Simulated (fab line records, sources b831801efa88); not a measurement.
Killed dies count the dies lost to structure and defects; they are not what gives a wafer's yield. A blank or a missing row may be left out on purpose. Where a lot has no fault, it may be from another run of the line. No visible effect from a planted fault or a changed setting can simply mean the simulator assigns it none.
A lot that was struck, set against a sound lot	flow sky130	32 out of 708 route steps
Sound: the wafers L852.1, L852.2, L852.6. Wafers L862.2, L862.5, L862.6 were the ones struck. The cause is given at the end.
Each step with rows lists, per side, the tool, then ch with its chambers, then its first start. Under that, the readings that differ: sound wafers	struck wafers	difference of the means	sigmas: that difference in standard deviations of wafers without a fault.
alike: readings whose means differ by less than 2 such deviations, and words and numbers that are the same on both sides. not compared: withheld readings, readings that some wafer has no value for, bounds like >300 that may hide the same value, and numbers for which the record gives no deviation and whose values overlap.
The two part at a step that has a row with sigmas, a row that says differs or no value, or rows on one side only. Non-overlapping numbers with no deviation appear without sigmas and do not part them. Lack of a reading on every wafer of one side parts them only where that side has two or more wafers.

SKY_PWDE_OVL_MEAS_07:
  sound on overlay-02 at day 4 06:55; struck on overlay-02 at day 6 14:57
  alike: PWDE_OVL
next, for these wafers, 1 step has no rows: SKY_PWDE_IMPLANT_08.
SKY_PWDE_STRIP_09: strips in O2/N2.
  sound on plasma asher-04 ch 0,1, day 4 07:06; struck on plasma asher-03 ch 0,1, day 6 15:08
reading	sound	struck	difference	sigmas
strip time to endpoint s (s)	36.74 36.64 36.71	37.07 37.20 37.22	+0.47	+4
  alike: drypump motor current A, oes product au
  not compared: rf hours counter h
SKY_PWDE_TW_MEAS_10:
  sound on film metro-03 at day 4 07:12; struck on film metro-03 at day 6 15:14
  alike: PWDE_TW
then, 7 steps without rows for these wafers: SKY_NWELL_DEHYDRATE_03 (time 60 s); SKY_NWELL_HMDS_04 (prime time 60 s); SKY_NWELL_COAT_05 (resist thk 3000 nm); SKY_NWELL_SOFTBAKE_06; SKY_NWELL_EXPOSE_07 (exposes mask NWM, target cd 840 nm); SKY_NWELL_PEB_08; SKY_NWELL_DEVELOP_09 (develop time 60 s).
SKY_NWELL_OVL_MEAS_10:
  sound on overlay-02 at day 5 00:33; struck on overlay-01 at day 7 10:25
reading	sound	struck	difference	sigmas
NWELL_00_OVL (nm)	2.0 1.3 0.5	-2.5 -1.2 -1.2	-2.9	-2
SKY_NWELL_IMPLANT_11:
  sound on implanter-03 ch 0, day 5 00:35; struck on implanter-02 ch 0, day 7 10:47
  alike: beam energy keV
then, 2 steps without rows for these wafers: SKY_NWELL_IMPLANT_12; SKY_NWELL_IMPLANT_13.
SKY_NWELL_STRIP_14: strips in O2/N2.
  sound on plasma asher-03 ch 0,1, day 5 01:02; struck on plasma asher-03 ch 0,1, day 7 11:13
  alike: drypump motor current A, oes product au, strip time to endpoint s
  not compared: rf hours counter h
SKY_NWELL_TW_MEAS_15:
  sound on film metro-01 at day 5 01:08; struck on film metro-04 at day 7 11:33
reading	sound	struck	difference	sigmas
NWELL_TW	1790 1787 1805	2246 2249 2246	+453	+38
then, 7 steps without rows for these wafers: SKY_NWELL_DEHYDRATE_16 (time 60 s); SKY_NWELL_HMDS_17 (prime time 62.9 s); SKY_NWELL_COAT_18 (resist thk 3000 nm); SKY_NWELL_SOFTBAKE_19; SKY_NWELL_EXPOSE_20 (exposes mask NWM COMPLEMENT, target cd 840 nm); SKY_NWELL_PEB_21; SKY_NWELL_DEVELOP_22 (develop time 60 s).
SKY_NWELL_OVL_MEAS_23:
  sound on overlay-02 at day 5 19:34; struck on overlay-02 at day 8 07:11
  alike: NWELL_01_OVL
next, for these wafers, 1 step has no rows: SKY_NWELL_IMPLANT_24.
SKY_NWELL_STRIP_25: strips in O2/N2.
  sound on plasma asher-01 ch 0,1, day 5 19:46; struck on plasma asher-03 ch 0,1, day 8 07:22
  alike: drypump motor current A, oes product au, strip time to endpoint s
  not compared: rf hours counter h
SKY_NWELL_TW_MEAS_26:
  sound on film metro-01 at day 5 19:52; struck on film metro-04 at day 8 07:28
  alike: NWELL_2_TW
then, 1 step without rows for these wafers: SKY_NWELL_CLEAN_27 (cleans in SC1/SC2, time 150 s).
SKY_NWELL_RTA_28: time 30 s.
  sound on rtp anneal-01 ch 0, day 5 19:58; struck on rtp anneal-01 ch 0, day 8 07:35
  alike: lamp power pct, wafer_temp_C_max
SKY_NWELL_RS_MEAS_29: a four-point-probe measurement.
  sound on film metro-03 at day 5 20:04; struck on film metro-01 at day 8 08:03
reading	sound	struck	difference	sigmas
NWELL_RS (ohm/sq)	624.0 623.3 623.1	431.6 432.3 431.7	-191.6	-96
SKY_PAD_OPEN_PROBE_99:
  the record holds rows for the sound wafers here (prober-01, day 45 18:46) but none for the struck ones

## WHERE THEY PART
First at SKY_PWDE_STRIP_09; last, within this record, at SKY_PAD_OPEN_PROBE_99.

WHY: what had been put in by the simulator
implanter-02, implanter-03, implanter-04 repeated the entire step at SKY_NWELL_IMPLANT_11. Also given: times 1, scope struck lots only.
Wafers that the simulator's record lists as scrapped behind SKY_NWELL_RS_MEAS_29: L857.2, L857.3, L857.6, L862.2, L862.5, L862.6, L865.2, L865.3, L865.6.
